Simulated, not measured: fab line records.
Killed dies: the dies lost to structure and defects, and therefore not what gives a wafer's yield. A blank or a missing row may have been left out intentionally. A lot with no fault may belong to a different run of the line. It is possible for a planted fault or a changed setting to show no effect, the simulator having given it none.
Which tool was responsible? :: flow gf180mcu :: 6 lots, 18 wafers sampled, at 4 steps of a route of 602

## WHAT THE GAUGES SHOWED, per wafer
GF_VT_IMPLANT_TW_MEAS_21.
lot: L624
measured: day 7 02:19
on: film_metro-02
VT_IMPLANT_2_TW: 1196 1190 1188

lot: L626
measured: day 7 12:24
on: film_metro-01
VT_IMPLANT_2_TW: 1210 1205 1201

lot: L629
measured: day 8 11:11
on: film_metro-01
VT_IMPLANT_2_TW: 1207 1208 1209

lot: L632
measured: day 9 07:40
on: film_metro-02
VT_IMPLANT_2_TW: 1102 1191 1190

lot: L634
measured: day 9 17:40
on: film_metro-02
VT_IMPLANT_2_TW: 1187 1193 1192

lot: L644
measured: day 12 10:42
on: film_metro-02
VT_IMPLANT_2_TW: 1200 1197 1199

## TOOL THAT RAN EACH LOT (tool first, then ch and the chambers of the sampled wafers, then the start)
lot: L624
GF_STI_CMP_25: cmp-02 ch 0,1,2, day 2 20:00
GF_NWELL_STRIP_10: plasma_asher-04 ch 0,1, day 4 00:23
GF_VT_IMPLANT_IMPLANT_19: implanter-03 ch 0, day 7 02:06

lot: L626
GF_STI_CMP_25: cmp-02 ch 0,1, day 3 05:36
GF_NWELL_STRIP_10: plasma_asher-02 ch 0,1, day 4 10:39
GF_VT_IMPLANT_IMPLANT_19: implanter-03 ch 0, day 7 12:09

lot: L629
GF_STI_CMP_25: cmp-02 ch 0,1,3, day 3 21:23
GF_NWELL_STRIP_10: plasma_asher-01 ch 0,1, day 5 03:57
GF_VT_IMPLANT_IMPLANT_19: implanter-03 ch 0, day 8 10:55

lot: L632
GF_STI_CMP_25: cmp-01 ch 0,2,3, day 4 15:28
GF_NWELL_STRIP_10: plasma_asher-04 ch 0,1, day 5 22:40
GF_VT_IMPLANT_IMPLANT_19: implanter-03 ch 0, day 9 07:25

lot: L634
GF_STI_CMP_25: cmp-01 ch 0,2,3, day 4 23:31
GF_NWELL_STRIP_10: plasma_asher-02 ch 0,1, day 6 07:11
GF_VT_IMPLANT_IMPLANT_19: implanter-04 ch 0, day 9 17:27

lot: L644
GF_STI_CMP_25: cmp-01 ch 0,1,2, day 7 02:13
GF_NWELL_STRIP_10: plasma_asher-01 ch 0,1, day 8 13:48
GF_VT_IMPLANT_IMPLANT_19: implanter-04 ch 0, day 12 10:27
- GF_STI_CMP_25: polishes, stops on Si3N4, t overpolish 33 s, target thk 524.6 nm.
- GF_NWELL_STRIP_10: strips in O2/N2.
- GF_VT_IMPLANT_IMPLANT_19

## THE ANSWER, worked out from the rows above alone
Rule: the lots themselves supply what counts as usual. The widest of any qualifying gaps counts: lots, ordered by their means at a reading, are off when they make up no more than a third of the lots, leave a main group of 4 or more, and stand apart from it by 3 or more times the standard deviation of that group's means. If all means in a main group match to the digits the tables above print for the reading, that group is not used. A lot without any number at a reading at which 4 lots or more have one is off too. Any other lot the step has rows for is counted as sound.
Off: L632, seen at GF_VT_IMPLANT_TW_MEAS_21 (VT_IMPLANT_2_TW). The main group: mean 1199, standard deviation 7.1.
A tool fits if, at a process step before that reading, it ran every lot that is off, and no sound lot after the first of them. Gauges at GF_VT_IMPLANT_TW_MEAS_21: tried the same way as those tools. Undecided on this evidence; 2 tools fit (plasma_asher-04 at GF_NWELL_STRIP_10, implanter-03 at GF_VT_IMPLANT_IMPLANT_19).

## WHAT THE SIMULATOR HAD PUT IN
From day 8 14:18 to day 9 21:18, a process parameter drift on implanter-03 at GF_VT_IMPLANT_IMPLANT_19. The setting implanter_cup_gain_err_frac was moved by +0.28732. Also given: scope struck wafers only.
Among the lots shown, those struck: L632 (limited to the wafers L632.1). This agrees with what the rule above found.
